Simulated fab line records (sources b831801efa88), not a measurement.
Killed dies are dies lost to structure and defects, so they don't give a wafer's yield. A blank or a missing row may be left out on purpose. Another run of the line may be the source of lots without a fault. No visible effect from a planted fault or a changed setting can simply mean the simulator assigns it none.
A struck lot beside a sound one / flow sky130 / 17 steps out of a route of 708
Sound: the wafers L697.3, L697.4, L697.6. Wafers L707.1, L707.2, L707.5 were the ones struck. The cause is named last.
Each step with rows lists, per side, the tool, then ch with its chambers, then its first start. Under that, the readings that differ: sound wafers / struck wafers / difference of the means / sigmas: that difference in standard deviations of wafers without a fault.
alike: a reading whose means differ by less than 2 such deviations, as well as words and numbers matching on both sides. not compared: withheld readings; readings where some wafer has no value; bounds like >300 that might hide an equal value; numbers whose values overlap and for which the record gives no deviation.
The two part at a step that has a row with sigmas, a row that says differs or no value, or rows on one side only. Numbers that have no deviation but don't overlap get no sigmas and don't part them. Lack of a reading on every wafer of one side parts them only where that side has two or more wafers.

first, 1 step without rows for these wafers: SKY_VT_ADJUST_PCH_IMPLANT_08.
SKY_VT_ADJUST_PCH_STRIP_09: strips in O2/N2.
  sound on plasma-asher-03 ch 0,1, day 14 04:36; struck on plasma-asher-03 ch 0,1, day 17 05:34
  alike: drypump-motor-current-A, oes-product-au, strip-time-to-endpoint-s
  not compared: rf-hours-counter-h
SKY_VT_ADJUST_PCH_TW_MEAS_10:
  struck on film-metro-01, day 17 05:40; sound on film-metro-01, day 14 04:41
  alike: VT_ADJUST_PCH_TW
then, 7 steps without rows for these wafers: SKY_SONOS_TUNNEL_DEHYDRATE_00 (time 60 s); SKY_SONOS_TUNNEL_HMDS_01 (prime time 60 s); SKY_SONOS_TUNNEL_COAT_02 (resist thk 1140 nm); SKY_SONOS_TUNNEL_SOFTBAKE_03 (time 60 s); SKY_SONOS_TUNNEL_EXPOSE_04 (exposes mask TUNM, target cd 410 nm); SKY_SONOS_TUNNEL_PEB_05; SKY_SONOS_TUNNEL_DEVELOP_06 (develop time 60 s).
SKY_SONOS_TUNNEL_CD_MEAS_07: target cd 410 nm.
  struck on cd-sem-01, day 18 10:40; sound on cd-sem-01, day 15 05:45
  alike: cd-nm
SKY_SONOS_TUNNEL_OVL_MEAS_08:
  struck on overlay-01, day 18 10:47; sound on overlay-02, day 15 05:50
  alike: SONOS_TUNNEL_OVL
SKY_SONOS_TUNNEL_IMPLANT_09:
  struck on implanter-03, day 18 10:49; sound on implanter-03 ch 0, day 15 05:55
  no value came back on the struck wafers for beam-energy-keV, beam-on-s (s); on the sound wafers beam-energy-keV reads 19.995 20.002 20.001
then, 2 steps without rows for these wafers: SKY_SONOS_TUNNEL_WET_ETCH_10 (etches SiO2 in dHF, target depth 14 nm, time 280 s); SKY_SONOS_TUNNEL_STRIP_11 (strips in SPM, time 600 s).
SKY_SONOS_TUNNEL_TW_MEAS_12:
  struck on film-metro-04, day 18 11:14; sound on film-metro-02, day 15 06:18
reading=SONOS_TUNNEL_TW; sound=194.4 193.9 194.8; struck=29.7 29.7 29.6; difference=-164.7; sigmas=-69
then, 1 step without rows for these wafers: SKY_SONOS_TUNNEL_CLEAN_13 (cleans in dHF, time 20 s).

== WHERE THEY PART ==
First at SKY_SONOS_TUNNEL_IMPLANT_09; last, within this record, at SKY_SONOS_TUNNEL_TW_MEAS_12.

WHY: whatever the simulator had introduced
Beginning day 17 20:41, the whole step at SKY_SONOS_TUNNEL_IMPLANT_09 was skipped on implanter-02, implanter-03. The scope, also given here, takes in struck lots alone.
